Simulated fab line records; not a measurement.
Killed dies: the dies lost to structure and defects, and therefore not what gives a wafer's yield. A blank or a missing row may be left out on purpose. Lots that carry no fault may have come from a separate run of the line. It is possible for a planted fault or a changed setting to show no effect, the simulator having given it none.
Code-filled problem report in 8D (eight disciplines) form + flow gf180mcu + the parts of the form that need people (team, actions taken, sign-off) are left out

## 1. THE ISSUE
Wafers without a fault read 9.998e+12, standard deviation 9.8e+09; doseIonsCm2 at GF_DNWELL_IMPLANT_07 reads a mean of 1.041e+13 on 6 wafers belonging to 2 lots. That puts it +42 standard deviations away from the usual mean.
First seen on wafer L569.1, day 6 23:14, on implanter-04. The record holds 18 wafers of 6 lots with a number at this step. The rule behind "out" and "out of limits": a value lying over 4 standard deviations away from the usual mean. The other wafers with a number count as sound.

## 2. WHAT IT IS; WHAT IT IS NOT
| question                    | is                     | is not                                                                   |
|-----------------------------|------------------------|--------------------------------------------------------------------------|
| which readings at this step | doseIonsCm2            | -                                                                        |
| which lots                  | L569, L570             | L551, L557, L572, L573                                                   |
| which wafers of those lots  | all that have a number | -                                                                        |
| read on which tools         | implanter-04           | implanter-01, implanter-02                                               |
| when                        | from day 6 23:14       | up to then (6 sound wafers); but 6 sound wafers of L572, L573 came after |

## 3. SUSPECTS, AND WHAT RULES EACH OUT
Counting: any tool at a process step up to the reading is kept as a suspect provided that every lot that is out went through it and no sound lot did after the first of them.
- implanter-04 at GF_DNWELL_IMPLANT_07: kept. It ran every lot that is out, first L569 (day 6 23:14), and no sound lot after that; its last sound lot up to then is L551 (day 3 02:47). On those wafers its own readings are out: doseIonsCm2.
Remaining after the count: implanter-04 at GF_DNWELL_IMPLANT_07.

## 4. THE CAUSE (what the simulator had put in)
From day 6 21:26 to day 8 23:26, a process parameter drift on implanter-04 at GF_DNWELL_IMPLANT_07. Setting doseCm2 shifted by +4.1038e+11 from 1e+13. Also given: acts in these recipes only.
The count eliminated every tool but this one.

## 5. THE EFFECT CHAIN, in route order
Rows list readings where the struck wafers' mean (over those with a number) sits beyond 3 standard deviations from the usual. Only readings whose record carries a usual standard deviation are examined. hours: median over the lots of the time between each lot's start at the first step of this table that gives one and its start at this step. sigmas: the change, counted in usual standard deviations.
| hours | step                 | reading     | usual     | on struck wafers | change     | sigmas |
|-------|----------------------|-------------|-----------|------------------|------------|--------|
| 0     | GF_DNWELL_IMPLANT_07 | doseIonsCm2 | 9.998e+12 | 1.041e+13        | +4.128e+11 | +42    |
It contains these process steps:
- GF_DNWELL_IMPLANT_07

## 6. HOW IT WOULD HAVE BEEN CAUGHT EARLIER
First out-of-limits reading in this record: day 6 23:14, which is 2 hours after fault onset at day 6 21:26.
